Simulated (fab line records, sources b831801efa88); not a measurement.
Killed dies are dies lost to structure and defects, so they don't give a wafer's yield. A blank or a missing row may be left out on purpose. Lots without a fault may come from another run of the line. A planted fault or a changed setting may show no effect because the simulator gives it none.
Problem report in the 8D (eight disciplines) form, filled by code | flow gf180mcu | the parts of the form that need people (team, actions taken, sign-off) are left out

1. THE PROBLEM
heater_power_total_W at GF_M3_SOFTBAKE_10 reads a mean of 95.48 W on 3 wafers of 2 lots; wafers without a fault read 93.05 W with a standard deviation of 0.061. That is +40 standard deviations from the usual mean.
The step: time 60 s.
First seen on wafer L181.3, day 27 08:10, on litho_track-01. The record holds 36 wafers of 12 lots with a number at this step. Rule for "out", or "out of limits": more than 4 standard deviations from the usual mean. The other wafers with a number count as sound.

2. WHAT IT IS AND WHAT IT IS NOT
question                    | is                                 | is not
which readings at this step | heater_power_total_W, run_length_s | -
which lots                  | L181, L182                         | L163, L166, L167, L168, L169, L175, L176, L178, L185, L186
which wafers of those lots  | L181.3, L182.1, L182.3             | L181.2, L181.4, L182.5
read on which tools         | litho_track-01                     | litho_track-02, litho_track-04
when                        | from day 27 08:10                  | up to then (26 sound wafers); but 7 sound wafers of L182, L185, L186 came after

3. SUSPECTS, AND WHAT RULES EACH OUT
Counting: a tool at a process step up to the reading stays a suspect if it ran every lot that is out. Sound lots after the first of them don't rule it out here, since some wafers of a struck lot are sound.
- plasma_asher-01 at GF_M2_STRIP_17 (strips in O2/N2): kept. It ran every lot that is out, first L181 (day 25 23:11); its last sound lot up to then is L175 (day 23 13:58).
- litho_track-01 at GF_M3_SOFTBAKE_10 (time 60 s): kept. It ran every lot that is out, first L181 (day 27 08:10); its last sound lot up to then is L176 (day 25 18:20). Its own readings are out on those wafers: heater_power_total_W, run_length_s.
Left after counting: plasma_asher-01 at GF_M2_STRIP_17, litho_track-01 at GF_M3_SOFTBAKE_10.

4. THE CAUSE (what the simulator had put in)
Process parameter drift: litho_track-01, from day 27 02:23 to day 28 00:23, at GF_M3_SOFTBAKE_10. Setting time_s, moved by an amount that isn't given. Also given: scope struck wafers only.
Counting left 2 suspects, and this tool is among them.

5. THE CHAIN OF EFFECTS, in route order
Each row: a reading whose mean over the struck wafers that have a number lies more than 3 standard deviations from the usual. Only readings for which the record gives a usual standard deviation are gone through. hours: the time from each lot's start at the first step in this table that gives one to its start at this step, as a median over the lots. sigmas: the change in usual standard deviations.
hours | step              | reading              | usual   | on struck wafers | change | sigmas
0     | GF_M3_SOFTBAKE_10 | heater_power_total_W | 93.05 W | 95.48            | +2.43  | +40
0     | GF_M3_SOFTBAKE_10 | run_length_s         | 89.16 s | 84.36            | -4.80  | -27
The process steps in it:
- GF_M3_SOFTBAKE_10: time 60 s.

6. WHAT WOULD HAVE CAUGHT IT SOONER
In this record the first reading out of limits was taken at day 27 08:10, 6 hours after the fault began at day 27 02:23.
